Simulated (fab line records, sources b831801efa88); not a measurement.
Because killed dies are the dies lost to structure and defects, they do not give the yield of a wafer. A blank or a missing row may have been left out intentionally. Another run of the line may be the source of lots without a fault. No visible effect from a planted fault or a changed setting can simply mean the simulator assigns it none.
Which of the tools did it? ; flow gf180mcu ; 72 wafers sampled from 24 lots at 1 step of a route of 602

== WHAT THE GAUGES READ, wafer by wafer ==
GF_LVPWELL_OVL_MEAS_07.
lot;measured;on;LVPWELL_OVL (nm)
L074;day 3 22:31;overlay-02;-3.7 -0.7 -0.7
L075;day 4 01:59;overlay-02;1.5 1.1 0.2
L076;day 4 07:32;overlay-02;-0.4 -0.1 0.3
L077;day 4 13:44;overlay-02;-0.2 -0.9 -0.9
L078;day 4 18:49;overlay-01;-0.5 -0.6 -2.4
L079;day 4 23:47;overlay-01;-1.6 0.1 -0.1
L080;day 5 05:55;overlay-01;0.0 0.1 -0.5
L081;day 5 12:08;overlay-01;1.0 -0.3 2.3
L082;day 5 18:32;overlay-02;0.2 1.6 0.5
L083;day 5 22:50;overlay-01;0.0 -1.3 -0.7
L084;day 6 05:53;overlay-02;-0.7 -1.7 0.9
L085;day 6 11:12;overlay-02;-0.7 -0.9 -0.4
L086;day 6 16:04;overlay-02;-1.1 0.5 -2.8
L087;day 6 20:26;overlay-02;0.2 1.1 0.4
L088;day 7 03:50;overlay-02;1.0 0.9 -1.7
L089;day 7 08:29;overlay-02;0.8 -0.3 -1.5
L090;day 7 14:44;overlay-02;0.1 -2.8 0.9
L091;day 7 18:35;overlay-01;0.1 -0.2 0.6
L092;day 8 05:08;overlay-01;-1.9 -0.6 -0.3
L093;day 8 10:17;overlay-02;-1.6 -1.4 -0.2
L094;day 8 13:36;overlay-01;0.7 0.6 -0.5
L095;day 8 20:59;overlay-02;0.9 0.2 1.0
L096;day 9 03:26;overlay-01;-1.1 1.5 0.9
L097;day 9 08:08;overlay-02;0.5 -0.2 0.9

== WHAT TOOL EACH LOT RAN ON (gives the tool, then ch and the chambers of the sampled wafers, and finally the start) ==
The record holds no process step before these readings.

== AS READ BY THE TOOLS THEMSELVES (means over the sampled wafers that have a number; for cases with no such wafer, the mark the record gives instead) ==
The record holds no such reading with a usual standard deviation.

== THE ANSWER, worked out from the rows above alone ==
Rule: the usual values come from the lots themselves. The widest of any qualifying gaps counts: lots, ordered by their means at a reading, are off when they make up no more than a third of the lots, leave a main group of 4 or more, and stand apart from it by 3 or more times the standard deviation of that group's means. The tables above print the reading to a certain number of digits; a main group whose means all agree to those digits is not used. Also off: a lot with no number at a reading for which 4 or more lots have one. Where the step has rows for the other lots, those lots are counted as sound. The gauges are gone through in route order, then the tools' own readings, and for those a lot's mean is taken as printed above. The first step at which some lot is off is used, and at that step the reading that is off furthest; a lot without a number counts as furthest.
No lot is off on any of the readings shown, so nothing can be concluded from this.

== WHAT THE SIMULATOR PUT IN ==
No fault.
